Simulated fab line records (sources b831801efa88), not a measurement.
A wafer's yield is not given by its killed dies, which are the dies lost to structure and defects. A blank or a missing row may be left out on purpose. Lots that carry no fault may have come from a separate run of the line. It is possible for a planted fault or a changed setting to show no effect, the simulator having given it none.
What tool caused it? + flow sky130 + 11 lots with 33 wafers sampled at 4 steps, on a route of 708 steps

WHAT EACH GAUGE READ, for each wafer
SKY_METAL5_RS_MEAS_05: a four-point-probe measurement. Usual: METAL5_ALCU_RS typically reads 0.0283 ohm/sq, with standard deviation 0.00035.
| lot  | measured     | on           | METAL5_ALCU_RS (ohm/sq) | flag |
|------|--------------|--------------|-------------------------|------|
| L405 | day 44 08:08 | filmMetro-02 | 0.0280 0.0283 0.0283    |      |
| L406 | day 44 12:18 | filmMetro-01 | 0.0281 0.0284 0.0278    |      |
| L407 | day 44 14:48 | filmMetro-01 | 0.0286 0.0283 0.0284    |      |
| L409 | day 45 11:57 | filmMetro-02 | 0.0280 0.0279 0.0285    |      |
| L410 | day 45 12:30 | filmMetro-02 | 0.0283 0.0290 0.0291    |      |
| L411 | day 45 14:09 | filmMetro-01 | 0.0277 0.0283 0.0279    |      |
| L414 | day 46 11:38 | filmMetro-03 | 0.0287 0.0290 0.0287    |      |
| L422 | day 48 10:52 | filmMetro-03 | 0.0278 0.0276 0.0279    |      |
| L425 | day 49 02:46 | filmMetro-01 | 0.0282 0.0287 0.0288    |      |
| L427 | day 49 15:33 | filmMetro-02 | 0.0281 0.0281 0.0279    |      |
| L428 | day 49 22:13 | filmMetro-03 | 0.0282 0.0286 0.0281    |      |

EACH LOT AND THE TOOL THAT RAN IT (in order: tool; ch and the chambers of the sampled wafers; start)
| lot  | SKY_METAL4_METAL_ETCH_18         | SKY_METAL4_STRIP_19                 | SKY_METAL5_SPUTTER_04       |
|------|----------------------------------|-------------------------------------|-----------------------------|
| L405 | rieMetal-03 ch 0, day 43 05:00   | plasmaAsher-03 ch 0,1, day 43 05:10 | pvdSputter-01, day 44 08:04 |
| L406 | rieMetal-04 ch 0,1, day 43 09:40 | plasmaAsher-02 ch 0,1, day 43 09:49 | pvdSputter-02, day 44 12:13 |
| L407 | rieMetal-04 ch 0,1, day 43 12:05 | plasmaAsher-04 ch 0, day 43 12:16   | pvdSputter-04, day 44 14:45 |
| L409 | rieMetal-04 ch 0,1, day 44 09:59 | plasmaAsher-04 ch 0,1, day 44 10:08 | pvdSputter-04, day 45 11:50 |
| L410 | rieMetal-01 ch 0,1, day 44 10:34 | plasmaAsher-03 ch 0,1, day 44 10:44 | pvdSputter-01, day 45 12:26 |
| L411 | rieMetal-01 ch 0,1, day 44 12:26 | plasmaAsher-02 ch 0, day 44 12:37   | pvdSputter-02, day 45 14:05 |
| L414 | rieMetal-04 ch 0,1, day 45 12:22 | plasmaAsher-02 ch 0,1, day 45 12:32 | pvdSputter-02, day 46 11:35 |
| L422 | rieMetal-03 ch 0,1, day 47 11:40 | plasmaAsher-02 ch 0,1, day 47 11:51 | pvdSputter-01, day 48 10:48 |
| L425 | rieMetal-04 ch 0,1, day 48 03:55 | plasmaAsher-03 ch 0,1, day 48 04:06 | pvdSputter-01, day 49 02:41 |
| L427 | rieMetal-03 ch 1, day 48 18:08   | plasmaAsher-02 ch 0,1, day 48 18:26 | pvdSputter-04, day 49 15:29 |
| L428 | rieMetal-03 ch 1, day 49 00:37   | plasmaAsher-04 ch 0,1, day 49 00:55 | pvdSputter-04, day 49 22:09 |
- SKY_METAL4_METAL_ETCH_18: etches the open film in Cl2/BCl3, stops on SiO2, target depth 845 nm, time 183.1 s.
- SKY_METAL4_STRIP_19: strips in O2/N2.
- SKY_METAL5_SPUTTER_04: material TiN, target thk 70 nm, time 58.3 s.

WHAT THE TOOLS THEMSELVES READ (means of the sampled wafers that have a number; where no wafer has one, the mark that the record gives instead)
SKY_METAL4_METAL_ETCH_18. Usual: drypumpMotorCurrentA 5.8 A, standard deviation 0.51; mfcCl2Sccm 59.98 sccm, standard deviation 0.17; oesProductAu 0.866 a.u., standard deviation 0.0067; throttleValvePct 22.265 %, standard deviation 0.0093.
| lot  | tool        | drypumpMotorCurrentA (A) | mfcCl2Sccm (sccm) | oesProductAu (a.u.) | throttleValvePct (%) | flag |
|------|-------------|--------------------------|-------------------|---------------------|----------------------|------|
| L405 | rieMetal-03 | 5.9                      | 59.93             | 0.869               | 22.260               |      |
| L406 | rieMetal-04 | 6.1                      | 59.97             | 0.863               | 22.255               |      |
| L407 | rieMetal-04 | 6.1                      | 59.79             | 0.868               | 22.257               |      |
| L409 | rieMetal-04 | 6.1                      | 59.87             | 0.870               | 22.267               |      |
| L410 | rieMetal-01 | 6.3                      | 60.10             | 0.859               | 22.277               |      |
| L411 | rieMetal-01 | 6.3                      | 59.87             | 0.866               | 22.267               |      |
| L414 | rieMetal-04 | 6.1                      | 60.04             | 0.862               | 22.260               |      |
| L422 | rieMetal-03 | 5.6                      | 60.09             | 0.860               | 22.269               |      |
| L425 | rieMetal-04 | 6.1                      | 60.00             | 0.866               | 22.252               |      |
| L427 | rieMetal-03 | 5.0                      | 59.86             | 0.866               | 22.263               |      |
| L428 | rieMetal-03 | 5.0                      | 59.84             | 0.860               | 22.270               |      |

SKY_METAL4_STRIP_19. Usual: drypumpMotorCurrentA 5.80 A, standard deviation 0.24; oesProductAu 0.495 a.u., standard deviation 0.0058; stripTimeToEndpointS 6.37 s, standard deviation 0.079.
| lot  | tool           | drypumpMotorCurrentA (A) | oesProductAu (a.u.) | stripTimeToEndpointS (s) | flag |
|------|----------------|--------------------------|---------------------|--------------------------|------|
| L405 | plasmaAsher-03 | 5.63                     | 0.488               | 6.28                     |      |
| L406 | plasmaAsher-02 | 5.80                     | 0.496               | 6.39                     |      |
| L407 | plasmaAsher-04 | 6.04                     | 0.498               | 6.40                     |      |
| L409 | plasmaAsher-04 | 5.94                     | 0.495               | 6.34                     |      |
| L410 | plasmaAsher-03 | 5.43                     | 0.487               | 6.17                     |      |
| L411 | plasmaAsher-02 | 5.97                     | 0.491               | 6.25                     |      |
| L414 | plasmaAsher-02 | 5.79                     | 0.489               | 6.34                     |      |
| L422 | plasmaAsher-02 | 5.82                     | 0.504               | 6.46                     |      |
| L425 | plasmaAsher-03 | 5.62                     | 0.501               | 6.42                     |      |
| L427 | plasmaAsher-02 | 5.86                     | 0.496               | 6.40                     |      |
| L428 | plasmaAsher-04 | 5.95                     | 0.495               | 6.36                     |      |

SKY_METAL5_SPUTTER_04. Usual: chamberPressurePa 0.3999 Pa, standard deviation 0.00079; throttleValvePct 29.9 %, standard deviation 0.9.
| lot  | tool          | chamberPressurePa (Pa) | throttleValvePct (%) | flag |
|------|---------------|------------------------|----------------------|------|
| L405 | pvdSputter-01 | 0.3998                 | 28.5                 |      |
| L406 | pvdSputter-02 | 0.3996                 | 30.5                 |      |
| L407 | pvdSputter-04 | 0.3996                 | 28.7                 |      |
| L409 | pvdSputter-04 | 0.4000                 | 30.5                 |      |
| L410 | pvdSputter-01 | 0.3998                 | 29.4                 |      |
| L411 | pvdSputter-02 | 0.3999                 | 30.6                 |      |
| L414 | pvdSputter-02 | 0.4040                 | 30.1                 | OFF  |
| L422 | pvdSputter-01 | 0.3994                 | 28.4                 |      |
| L425 | pvdSputter-01 | 0.3996                 | 29.5                 |      |
| L427 | pvdSputter-04 | 0.4006                 | 29.8                 |      |
| L428 | pvdSputter-04 | 0.3999                 | 30.1                 |      |

THE ANSWER, worked out from the rows above alone
Rule: a lot is off if the mean of its wafers that have a number lies more than 3 standard deviations from the usual mean. A lot without any number at a reading at which 4 lots or more have one is off too. All remaining lots with rows at the step are treated as sound. The gauges are gone through in route order, then the tools' own readings, and for those a lot's mean is taken as printed above. At the first step where some lot is off, the reading lying furthest off is the one used; lots without a number count as furthest.
Off at SKY_METAL5_SPUTTER_04 (chamberPressurePa): L414.
A tool fits if, at that step or a process step before it, it ran every lot that is off, and no sound lot after the first of them. One fits: pvdSputter-02 at SKY_METAL5_SPUTTER_04. A fault onset in the window from L411 (day 45 14:05, its last sound lot) to L414 (day 46 11:35, its first lot off) fits.
On the lots that are off, the tool's own readings at SKY_METAL5_SPUTTER_04 differ by more than 5 times the standard deviation of the sound lots' means, which bears it out; chamberPressurePa reads 0.4040 Pa there versus 0.3998 Pa on the sound lots.

WHAT THE SIMULATOR HAD PUT IN
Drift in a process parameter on pvdSputter-02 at SKY_METAL5_SPUTTER_04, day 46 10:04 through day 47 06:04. Setting chamberPressurePa, moved by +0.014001, from 0.4. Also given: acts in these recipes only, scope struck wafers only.
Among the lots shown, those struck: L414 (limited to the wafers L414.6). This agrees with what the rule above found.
